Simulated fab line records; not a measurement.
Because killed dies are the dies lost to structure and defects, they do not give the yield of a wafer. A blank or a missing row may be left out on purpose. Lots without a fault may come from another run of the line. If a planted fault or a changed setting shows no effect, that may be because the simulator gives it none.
Matching of chambers | flow sky130 | 4 sister chambers for SKY_VIA3_CMP_02 on cmp-02
The step polishes SiO2. 4 wafers are shown with their chamber, then 12 later ones without.

== EACH WAFER AND ITS CHAMBER ==
wafer  | chamber | motorCurrentA (A)
L090.1 | 1       | 11.1
L090.4 | 2       | 12.1
L091.2 | 0       | 13.2
L091.5 | 3       | 10.4

== WAFERS MISSING THEIR CHAMBER ==
wafer  | motorCurrentA (A)
L092.1 | 12.3
L092.2 | 11.4
L092.4 | 11.1
L093.3 | 11.8
L093.4 | 12.5
L093.6 | 12.2
L094.1 | 12.3
L094.4 | 12.0
L094.5 | 12.7
L096.2 | 12.6
L096.3 | 11.3
L096.6 | 10.4

== EACH ONE'S CHAMBER ==
wafer  | from the rows above     | in truth
L092.1 | 2                       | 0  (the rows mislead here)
L092.2 | can't be placed: 1 or 2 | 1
L092.4 | 1                       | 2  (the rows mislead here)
L093.3 | can't be placed: 2 or 1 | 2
L093.4 | can't be placed: 2 or 0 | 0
L093.6 | 2                       | 2
L094.1 | 2                       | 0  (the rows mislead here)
L094.4 | 2                       | 2
L094.5 | can't be placed: 0 or 2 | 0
L096.2 | can't be placed: 2 or 0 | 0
L096.3 | 1                       | 1
L096.6 | 3                       | 3
4 of 12 placed correctly. Cannot be placed on the basis of these rows: 5; the candidates contain the true chamber in 5. 3 placed wrongly.
How it was worked out, from the rows above alone: a wafer's distance from a chamber is the root of the sum, over the readings, of the square of ((its reading less the chamber's mean) divided by the reading's scatter). If the next closest chamber is less than 2 further off than the closest, the wafer can't be placed; otherwise it belongs to the closest. Each chamber's mean is taken over the wafers shown for it. The scatter (one wafer shown for each chamber): square how far every hidden wafer sits from the nearest shown wafer, average those squares and take the square root.
